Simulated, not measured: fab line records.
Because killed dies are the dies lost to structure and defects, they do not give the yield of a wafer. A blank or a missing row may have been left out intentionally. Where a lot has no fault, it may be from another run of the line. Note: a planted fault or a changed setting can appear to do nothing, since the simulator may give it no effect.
Comparing a struck lot with a sound one | flow sky130 | 14 steps out of a route of 708
Sound: these wafers, L782.2, L782.4, L782.5. Struck: wafers L787.2, L787.3, L787.5. The cause is named last.
At each step with rows: each side's tool, then ch and its chambers, then its first start. Under that, the readings that differ: sound wafers | struck wafers | difference of the means | sigmas: that difference in standard deviations of wafers without a fault.
alike: words and numbers the same on both sides, and readings whose means are apart by under 2 such deviations; not compared: readings that were withheld, readings missing a value for some wafer, numbers with overlapping values and no deviation given by the record, and bounds like >300 which may hide the same value.
Wherever a step has rows on one side only, a row that says differs or no value, or a row with sigmas, the two part there. Numbers that don't overlap but have no deviation are shown without sigmas and don't part them. A reading that every wafer of one side lacks parts them only if that side has two wafers or more.

first, 2 steps without rows for these wafers: SKY_METAL1_CLEAN_23 (cleans in O3/DIW); SKY_VIA1_HDPCVD_00 (deposits SiO2, target thk 1030 nm, time 171.7 s).
SKY_VIA1_THK_MEAS_01:
  struck on film metro-04, day 36 08:37; sound on film metro-02, day 34 19:58
  alike: VIA1_HDPCVD_THK
SKY_VIA1_CMP_02: polishes SiO2.
  sound on cmp-02 ch 0,1,2, day 34 20:01; struck on cmp-02 ch 1,3, day 36 08:40
  alike: motor current A, slurry filter dp kPa
SKY_VIA1_BOW_MEAS_03:
  struck on film metro-04, day 36 08:59; sound on film metro-02, day 34 20:20
  alike: VIA1_BOW
then, 7 steps without rows for these wafers: SKY_VIA1_DEHYDRATE_04 (time 60 s); SKY_VIA1_HMDS_05 (prime time 60 s); SKY_VIA1_COAT_06 (resist thk 60 nm); SKY_VIA1_COAT_07 (resist thk 450 nm); SKY_VIA1_SOFTBAKE_08 (time 90 s); SKY_VIA1_EXPOSE_09 (exposes mask VIM, target cd 150 nm); SKY_VIA1_PEB_10.
SKY_VIA1_DEVELOP_11: develop time 60 s.
  struck on litho track-02, day 37 11:00; sound on litho track-03 ch 0, day 35 23:00
  no value came back on the struck wafers for chill plate temp C (C), develop time s (s); on the sound wafers chill plate temp C (C) reads 23.03 23.15 23.17
  reading                                     | sound             | struck            | difference | sigmas
  model.KrF-thick_of_VIA1_COAT_07.thk nm (nm) | 433.1 434.2 434.5 | 446.7 448.4 448.3 | +13.9      |
SKY_VIA1_CD_MEAS_12: the cd target is 150 nm.
  struck on cd sem-01, day 37 11:14; sound on cd sem-01, day 35 23:16
  reading    | sound             | struck | difference                    | sigmas
  cd nm (nm) | 147.8 148.7 148.3 | - - -  | no value on the struck wafers |

WHERE THEY PART
Last at SKY_VIA1_CD_MEAS_12 as far as this record goes, first at SKY_VIA1_DEVELOP_11.

WHY: the cause the simulator had injected
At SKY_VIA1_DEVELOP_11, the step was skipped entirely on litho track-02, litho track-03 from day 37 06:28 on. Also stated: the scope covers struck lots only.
